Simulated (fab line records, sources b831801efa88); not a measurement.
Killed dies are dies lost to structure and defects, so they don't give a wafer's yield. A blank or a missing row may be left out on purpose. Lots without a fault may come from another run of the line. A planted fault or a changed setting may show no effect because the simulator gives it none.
Which tool did it? | flow gf180mcu | 13 lots, 39 wafers sampled, at 5 steps of a route of 602

WHAT THE GAUGES READ, wafer by wafer
GF_PSD_RS_MEAS_14: measures by four-point-probe. Usual: NSD_RS 46.12 ohm/sq, standard deviation 0.085.
lot  | measured     | on            | NSD_RS (ohm/sq)   | flag
L781 | day 14 12:27 | film_metro-03 | 46.27 46.09 46.18 |
L782 | day 15 03:28 | film_metro-03 | 46.10 46.15 45.99 |
L783 | day 15 11:10 | film_metro-03 | 46.05 46.02 46.07 |
L785 | day 15 22:32 | film_metro-02 | 46.12 46.11 46.01 |
L786 | day 16 07:50 | film_metro-01 | 46.18 46.13 46.11 |
L787 | day 16 16:50 | film_metro-01 | 46.02 46.02 46.00 |
L791 | day 18 02:37 | film_metro-01 | 46.09 46.12 46.19 |
L792 | day 18 10:53 | film_metro-01 | 46.05 46.06 46.19 |
L794 | day 19 02:43 | film_metro-02 | 46.05 46.08 46.00 |
L795 | day 19 07:24 | film_metro-01 | 46.10 46.17 46.16 |
L796 | day 19 19:35 | film_metro-02 | 46.29 46.12 46.22 |
L801 | day 21 13:56 | film_metro-02 | 46.02 46.01 45.90 |
L803 | day 22 09:23 | film_metro-03 | 46.06 46.12 46.15 |

GF_SALICIDE_THK_MEAS_05: measures by xrf. Usual: SALICIDE_TIN_THK 19.77 nm, standard deviation 0.25.
lot  | measured     | on            | SALICIDE_TIN_THK (nm) | flag
L781 | day 15 10:47 | film_metro-03 | 19.48 19.56 19.23     |
L782 | day 16 02:08 | film_metro-02 | 19.56 19.50 19.61     |
L783 | day 16 09:34 | film_metro-02 | 19.38 20.12 20.03     |
L785 | day 16 21:01 | film_metro-03 | 19.64 19.40 19.48     |
L786 | day 17 07:07 | film_metro-04 | 19.46 19.75 19.75     |
L787 | day 17 16:07 | film_metro-03 | 19.93 19.76 19.74     |
L791 | day 19 03:38 | film_metro-04 | 19.86 20.02 19.82     |
L792 | day 19 11:34 | film_metro-02 | 20.09 20.28 20.50     |
L794 | day 20 03:23 | film_metro-04 | 19.79 19.98 19.60     |
L795 | day 20 09:02 | film_metro-02 | 19.95 20.04 19.70     |
L796 | day 20 20:32 | film_metro-03 | 19.87 19.57 19.46     |
L801 | day 22 13:54 | film_metro-04 | 19.76 19.88 20.16     |
L803 | day 23 09:20 | film_metro-02 | 19.67 20.02 19.91     |

GF_CONTACT_THK_MEAS_01. Usual: CONTACT_CVD_00_THK 303 nm, standard deviation 4.6.
lot  | measured     | on            | CONTACT_CVD_00_THK (nm) | flag
L781 | day 15 11:10 | film_metro-01 | 298 299 297             |
L782 | day 16 02:32 | film_metro-04 | 300 293 297             |
L783 | day 16 09:58 | film_metro-04 | 305 304 307             |
L785 | day 16 21:25 | film_metro-02 | 299 292 298             |
L786 | day 17 07:31 | film_metro-04 | 305 305 306             |
L787 | day 17 16:31 | film_metro-01 | 305 298 295             |
L791 | day 19 04:01 | film_metro-01 | 304 308 305             |
L792 | day 19 11:58 | film_metro-01 | 309 298 303             |
L794 | day 20 03:47 | film_metro-02 | 306 301 310             |
L795 | day 20 09:26 | film_metro-01 | 302 306 309             |
L796 | day 20 20:56 | film_metro-02 | 258 309 302             |
L801 | day 22 14:18 | film_metro-01 | 305 305 305             |
L803 | day 23 09:45 | film_metro-02 | 302 302 300             |

WHICH TOOL RAN EACH LOT (tool, then ch and the chambers of the sampled wafers, then the start)
lot  | GF_SALICIDE_SPUTTER_02       | GF_CONTACT_CVD_00
L781 | pvd_sputter-02, day 15 10:36 | hdpcvd-02 ch 0,1, day 15 11:08
L782 | pvd_sputter-02, day 16 01:56 | hdpcvd-02 ch 0,1,2, day 16 02:29
L783 | pvd_sputter-03, day 16 09:23 | hdpcvd-01 ch 1,2, day 16 09:55
L785 | pvd_sputter-01, day 16 20:50 | hdpcvd-02 ch 0,1,2, day 16 21:22
L786 | pvd_sputter-01, day 17 06:56 | hdpcvd-01 ch 1,2, day 17 07:28
L787 | pvd_sputter-01, day 17 15:56 | hdpcvd-02 ch 0,1, day 17 16:28
L791 | pvd_sputter-01, day 19 03:27 | hdpcvd-01 ch 1,2, day 19 03:59
L792 | pvd_sputter-02, day 19 11:24 | hdpcvd-01 ch 0,1,2, day 19 11:56
L794 | pvd_sputter-03, day 20 03:12 | hdpcvd-01 ch 0,1,2, day 20 03:44
L795 | pvd_sputter-03, day 20 08:51 | hdpcvd-01 ch 0,1,2, day 20 09:22
L796 | pvd_sputter-01, day 20 20:21 | hdpcvd-01 ch 1,2, day 20 20:53
L801 | pvd_sputter-03, day 22 13:43 | hdpcvd-02 ch 0,1, day 22 14:14
L803 | pvd_sputter-01, day 23 09:10 | hdpcvd-02 ch 1,2, day 23 09:42
- GF_SALICIDE_SPUTTER_02: material Co, target thk 10 nm, time 20 s.
- GF_CONTACT_CVD_00: deposits SiO2, target thk 300 nm, time 50 s.

WHAT THE TOOLS THEMSELVES READ (means of the sampled wafers that have a number; where no wafer has one, the mark that the record gives instead)
GF_SALICIDE_SPUTTER_02. Usual: throttle_valve_pct 30.3 %, standard deviation 0.78.
lot  | tool           | throttle_valve_pct (%) | flag
L781 | pvd_sputter-02 | 29.5                   |
L782 | pvd_sputter-02 | 29.8                   |
L783 | pvd_sputter-03 | 30.2                   |
L785 | pvd_sputter-01 | 30.8                   |
L786 | pvd_sputter-01 | 30.2                   |
L787 | pvd_sputter-01 | 30.2                   |
L791 | pvd_sputter-01 | 29.5                   |
L792 | pvd_sputter-02 | 29.9                   |
L794 | pvd_sputter-03 | 30.0                   |
L795 | pvd_sputter-03 | 30.5                   |
L796 | pvd_sputter-01 | 30.6                   |
L801 | pvd_sputter-03 | 30.3                   |
L803 | pvd_sputter-01 | 30.1                   |

GF_CONTACT_CVD_00. Usual: sih4_flow_sccm 60.00 sccm, standard deviation 0.18.
lot  | tool      | sih4_flow_sccm (sccm) | flag
L781 | hdpcvd-02 | 60.09                 |
L782 | hdpcvd-02 | 59.89                 |
L783 | hdpcvd-01 | 60.23                 |
L785 | hdpcvd-02 | 59.96                 |
L786 | hdpcvd-01 | 59.94                 |
L787 | hdpcvd-02 | 60.05                 |
L791 | hdpcvd-01 | 60.05                 |
L792 | hdpcvd-01 | 60.01                 |
L794 | hdpcvd-01 | 60.18                 |
L795 | hdpcvd-01 | 60.16                 |
L796 | hdpcvd-01 | 56.88                 | OFF
L801 | hdpcvd-02 | 60.01                 |
L803 | hdpcvd-02 | 59.84                 |

THE ANSWER, worked out from the rows above alone
Rule: a lot is off if the mean of its wafers that have a number lies more than 3 standard deviations from the usual mean. A lot without any number at a reading at which 4 lots or more have one is off too. The other lots that the step has rows for count as sound. The gauges are gone through in route order, then the tools' own readings, and for those a lot's mean is taken as printed above. The first step at which some lot is off is used, and at that step the reading that is off furthest; a lot without a number counts as furthest.
Off: L796, at GF_CONTACT_CVD_00 (sih4_flow_sccm).
A tool fits if, at that step or a process step before it, it ran every lot that is off, and no sound lot after the first of them. One fits: hdpcvd-01 at GF_CONTACT_CVD_00. Its last sound lot is L795 (day 20 09:22), its first lot that is off L796 (day 20 20:53): a fault that began between those two fits.
The tool's own readings at GF_CONTACT_CVD_00 bear it out: on the lots that are off they differ by more than 5 times the standard deviation of the sound lots' means. sih4_flow_sccm reads 56.88 sccm there against 60.03 sccm on the sound lots.

WHAT THE SIMULATOR HAD PUT IN
Process parameter drift: hdpcvd-01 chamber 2, from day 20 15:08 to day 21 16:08, at GF_CONTACT_CVD_00. Setting sih4_flow_sccm, moved by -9, from 60. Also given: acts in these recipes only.
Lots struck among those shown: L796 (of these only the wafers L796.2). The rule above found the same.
